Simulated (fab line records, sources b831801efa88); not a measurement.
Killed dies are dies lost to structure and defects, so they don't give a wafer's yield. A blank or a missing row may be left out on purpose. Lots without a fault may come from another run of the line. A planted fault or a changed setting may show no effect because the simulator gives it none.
A struck lot beside a sound one | flow sky130 | 21 steps out of a route of 708
Sound: wafers L455.2, L455.4, L455.5. Struck: wafers L462.2, L462.3, L462.6. The cause comes at the end.
At each step with rows: each side's tool, then ch and its chambers, then its first start. Under that, the readings that differ: sound wafers | struck wafers | difference of the means | sigmas: that difference in standard deviations of wafers without a fault.
alike: readings whose means differ by less than 2 such deviations, and words and numbers that are the same on both sides. not compared: withheld readings, readings that some wafer has no value for, bounds like >300 that may hide the same value, and numbers for which the record gives no deviation and whose values overlap.
The two part at a step that has a row with sigmas, a row that says differs or no value, or rows on one side only. Numbers that don't overlap but have no deviation are shown without sigmas and don't part them. A reading that every wafer of one side lacks parts them only if that side has two wafers or more.

first, 1 step without rows for these wafers: SKY_RES_XHIGH_IMPLANT_07.
SKY_RES_XHIGH_STRIP_08: strips in O2/N2.
  sound on plasma_asher-03 ch 0,1, day 27 00:55; struck on plasma_asher-02 ch 0,1, day 29 10:56
  alike: drypump_motor_current_A, oes_product_au, strip_time_to_endpoint_s
  not compared: rf_hours_counter_h
SKY_RES_XHIGH_TW_MEAS_09:
  sound on film_metro-03, day 27 01:01; struck on film_metro-03, day 29 11:03
  alike: RES_XHIGH_TW
then, 7 steps without rows for these wafers: SKY_SD_N_DEHYDRATE_00 (time 60 s); SKY_SD_N_HMDS_01 (prime time 60 s); SKY_SD_N_COAT_02 (resist thk 1140 nm); SKY_SD_N_SOFTBAKE_03 (time 60 s); SKY_SD_N_EXPOSE_04 (exposes mask NSDM, target cd 380 nm); SKY_SD_N_PEB_05; SKY_SD_N_DEVELOP_06 (develop time 60 s).
SKY_SD_N_CD_MEAS_07: target cd 380 nm.
  sound on cd_sem-01, day 28 07:23; struck on cd_sem-02, day 30 13:46
  alike: cd_nm
SKY_SD_N_OVL_MEAS_08:
  sound on overlay-02, day 28 07:29; struck on overlay-01, day 30 13:53
  alike: SD_N_OVL
SKY_SD_N_IMPLANT_09:
  sound on implanter-02 ch 0, day 28 07:32; struck on implanter-01 ch 0, day 30 13:56
  reading                   | sound                | struck               | difference | sigmas
  beam_energy_keV           | 49.981 49.981 49.976 | 31.570 31.549 31.571 | -18.416    | -99 or more
  model.implant.rp_nm (nm)  | 32.26 32.26 32.26    | 22.19 22.19 22.19    | -10.07     |
  model.implant.drp_nm (nm) | 14.11 14.11 14.11    | 10.01 10.01 10.01    | -4.10      |
  alike: beam_on_s, faraday_current_uA, tilt_deg
then, 1 step without rows for these wafers: SKY_SD_N_IMPLANT_10.
SKY_SD_N_STRIP_11: strips in O2/N2.
  sound on plasma_asher-02 ch 1, day 28 07:49; struck on plasma_asher-03 ch 0,1, day 30 14:13
  reading                      | sound             | struck            | difference | sigmas
  oes_product_au (a.u.)        | 0.527 0.519 0.527 | 0.563 0.566 0.569 | +0.042     | +10
  strip_time_to_endpoint_s (s) | 22.57 22.54 22.53 | 19.73 19.71 19.68 | -2.84      | -73
  alike: drypump_motor_current_A
  not compared: rf_hours_counter_h
SKY_SD_N_TW_MEAS_12:
  sound on film_metro-03, day 28 07:55; struck on film_metro-03, day 30 14:19
  reading | sound          | struck         | difference | sigmas
  SD_N_TW | 3987 3999 4003 | 3591 3606 3597 | -398       | -13
then, 1 step without rows for these wafers: SKY_SD_N_CLEAN_13 (cleans in SC1/SC2, time 150 s).
SKY_SD_N_RTA_14: time 2 s.
  sound on rtp_anneal-01 ch 0, day 28 08:02; struck on rtp_anneal-02 ch 0, day 30 14:26
  alike: lamp_power_pct, ramp_down_c_per_s, wafer_temp_C_max
SKY_SD_N_RS_MEAS_16: measures by four-point-probe.
  sound on film_metro-02, day 28 08:13; struck on film_metro-02, day 30 14:40
  reading          | sound             | struck            | difference | sigmas
  SD_N_RS (ohm/sq) | 68.55 68.59 68.64 | 84.06 84.36 84.05 | +15.56     | +99 or more
SKY_SD_N_RS_MEAS_17: measures by four-point-probe.
  sound on film_metro-02, day 28 08:20; struck on film_metro-02, day 30 14:47
  alike: SD_P_RS
-- the record jumps here: 17 days lie between the struck wafers' starts before and after (it left off in module SD_N and takes up again in module PAD_OPEN, whose first step shown is number 708 of the route) --
SKY_PAD_OPEN_PROBE_99:
  sound on prober-02, day 45 20:58; struck on prober-01, day 47 19:34
  reading                                 | sound             | struck            | difference | sigmas
  model.etest.res_ndiff.line_ohm_um       | 780.6 762.6 768.1 | 904 919 915.1     | +142       |
  model.etest.sonos_uncharged.r_on_ohm_um | 800.7 799 799.5   | 837.6 840.1 835.5 | +38.0      |
  model.etest.res_ndiff.rs_ohm_sq         | 120.4 120.3 120.3 | 142.3 143.3 141.5 | +22.0      |
  model.etest.res_ndiff_hv.rs_ohm_sq      | 114.7 115 114.1   | 136.3 135.6 136.3 | +21.5      |
  alike: killed_at_M0_to_M3, killed_at_M4_up, killed_at_contacts, killed_at_front_end, killed_at_other, killed_dies, killed_open, killed_short
  not compared: model.etest.nfet_g5v0d10v5.r_on_ohm_um, model.etest.nfet_01v8_lvt.vt_sat_v

WHERE THEY PART
First at SKY_SD_N_IMPLANT_09; last, within this record, at SKY_SD_N_RS_MEAS_16. Later steps at which nothing parts them and some readings are alike: SKY_SD_N_RS_MEAS_17, SKY_PAD_OPEN_PROBE_99.

WHY: what the simulator had put in
Process parameter drift: implanter-01, from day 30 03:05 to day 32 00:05, at SKY_SD_N_IMPLANT_09. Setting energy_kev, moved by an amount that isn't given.
